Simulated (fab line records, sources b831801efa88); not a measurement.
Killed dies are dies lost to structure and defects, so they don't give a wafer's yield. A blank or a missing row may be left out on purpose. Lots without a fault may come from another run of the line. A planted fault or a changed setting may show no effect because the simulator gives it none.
Problem report in the 8D (eight disciplines) form, filled by code | flow sky130 | the parts of the form that need people (team, actions taken, sign-off) are left out

1. THE PROBLEM
SD_N_RS at SKY_SD_N_RS_MEAS_16 reads a mean of 71.15 ohm/sq on 6 wafers of 2 lots; wafers without a fault read 68.54 ohm/sq with a standard deviation of 0.14. That is +19 standard deviations from the usual mean.
The step: measures by four-point-probe.
First seen on wafer L345.3, day 32 11:43, on film_metro-02. The record holds 36 wafers of 12 lots with a number at this step. Rule for "out", or "out of limits": more than 4 standard deviations from the usual mean. The other wafers with a number count as sound.

2. WHAT IT IS AND WHAT IT IS NOT
question                    | is                           | is not
which readings at this step | SD_N_RS                      | -
which lots                  | L345, L347                   | L333, L334, L335, L337, L341, L344, L348, L350, L351, L354
which wafers of those lots  | all that have a number       | -
read on which gauges        | film_metro-02, film_metro-03 | film_metro-01
when                        | from day 32 11:43            | up to then (18 sound wafers); but 12 sound wafers of L348, L350, L351, L354 came after

3. SUSPECTS, AND WHAT RULES EACH OUT
Counting: a tool at a process step up to the reading stays a suspect if it ran every lot that is out and no sound lot after the first of them.
- the gauge at SKY_SD_N_RS_MEAS_16: ruled out. The wafers that are out were read on 2 gauges (film_metro-02, film_metro-03).
- plasma_asher-02 at SKY_SD_P_STRIP_10 (strips in O2/N2): ruled out as a lasting fault. Sound lots L348 ran on it after its first lot that is out, L345 (day 30 04:32).
- rtp_anneal-02 at SKY_SD_N_RTA_14 (time 2 s): kept. It ran every lot that is out, first L345 (day 32 11:31), and no sound lot after that; its last sound lot up to then is L341 (day 31 04:58).
Left after counting: rtp_anneal-02 at SKY_SD_N_RTA_14.

4. THE CAUSE (what the simulator had put in)
Process parameter drift: rtp_anneal-02, from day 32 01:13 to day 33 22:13, at SKY_SD_N_RTA_14. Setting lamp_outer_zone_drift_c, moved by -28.
Counting left only this tool.

5. THE CHAIN OF EFFECTS, in route order
Each row: a reading whose mean over the struck wafers that have a number lies more than 3 standard deviations from the usual. Only readings for which the record gives a usual standard deviation are gone through. hours: the time from each lot's start at the first step in this table that gives one to its start at this step, as a median over the lots. sigmas: the change in usual standard deviations.
hours | step                | reading | usual        | on struck wafers | change | sigmas
0     | SKY_SD_N_RS_MEAS_16 | SD_N_RS | 68.54 ohm/sq | 71.15            | +2.61  | +19
0     | SKY_SD_N_RS_MEAS_17 | SD_P_RS | 147.1 ohm/sq | 162.2            | +15.1  | +43
Later measuring or inspecting steps at which every struck wafer that the step has a row for has a number for every such reading, and none has moved that far: SKY_LI_CONTACT_THK_MEAS_01.

6. WHAT WOULD HAVE CAUGHT IT SOONER
In this record the first reading out of limits at a measuring or inspecting step was taken at day 32 11:43, 11 hours after the fault began at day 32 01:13.
Of the tool readings at SKY_SD_N_RTA_14 for which the record gives a usual standard deviation, none was out on any struck wafer, so an alarm limit of 4 standard deviations on them would not have fired.
Of the lots that are out (2), L347 began SKY_SD_N_RTA_14 on rtp_anneal-02 after day 32 11:43. A hold on the tool at that time would have spared it.
